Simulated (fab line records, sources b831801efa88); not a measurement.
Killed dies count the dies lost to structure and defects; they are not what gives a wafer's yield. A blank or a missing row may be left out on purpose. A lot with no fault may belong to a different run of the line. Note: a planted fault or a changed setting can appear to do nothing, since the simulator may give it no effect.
Matching of chambers :: flow gf180mcu :: GF_V2_CMP_26 on cmp-02 has 4 sister chambers
The step polishes, stops on SiO2, t overpolish 15 s, target thk 0 nm. 4 wafers are shown with their chamber, then 9 later ones without.

== WAFERS PAIRED WITH THEIR CHAMBERS ==
wafer: L356.2
chamber: 3
motor_current_A (A): 11.2

wafer: L366.6
chamber: 2
motor_current_A (A): 10.2

wafer: L367.3
chamber: 1
motor_current_A (A): 12.3

wafer: L367.5
chamber: 0
motor_current_A (A): 10.5

== WAFERS WITH NO CHAMBER GIVEN ==
wafer: L368.1
motor_current_A (A): 10.2

wafer: L368.2
motor_current_A (A): 12.0

wafer: L368.5
motor_current_A (A): 11.7

wafer: L369.1
motor_current_A (A): 10.4

wafer: L369.3
motor_current_A (A): 9.9

wafer: L369.4
motor_current_A (A): 11.1

wafer: L372.4
motor_current_A (A): 11.5

wafer: L372.5
motor_current_A (A): 11.2

wafer: L372.6
motor_current_A (A): 10.7

== THE CHAMBER EACH PASSED THROUGH ==
wafer: L368.1
from the rows above: can't be placed: 2 or 0
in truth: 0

wafer: L368.2
from the rows above: can't be placed: 1 or 3
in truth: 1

wafer: L368.5
from the rows above: can't be placed: 3 or 1
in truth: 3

wafer: L369.1
from the rows above: can't be placed: 0 or 2
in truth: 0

wafer: L369.3
from the rows above: can't be placed: 2 or 0
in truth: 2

wafer: L369.4
from the rows above: can't be placed: 3 or 0
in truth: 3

wafer: L372.4
from the rows above: can't be placed: 3 or 1
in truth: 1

wafer: L372.5
from the rows above: 3
in truth: 3

wafer: L372.6
from the rows above: can't be placed: 0 or 2 or 3
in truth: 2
Placed correctly: 1 of 9. Not placeable from these rows: 8 (in 8, the candidates include the true chamber). Wrongly placed: 0.
How it was worked out, from the rows above alone: a wafer's distance from a chamber is the root of the sum, over the readings, of the square of ((its reading less the chamber's mean) divided by the reading's scatter). The wafer belongs to the nearest chamber; if the next one is less than 2 further off, it can't be placed. A chamber's mean is the mean of its shown wafers. The scatter: root of mean squared gap, hidden wafer to nearest shown wafer, with one shown wafer a chamber.
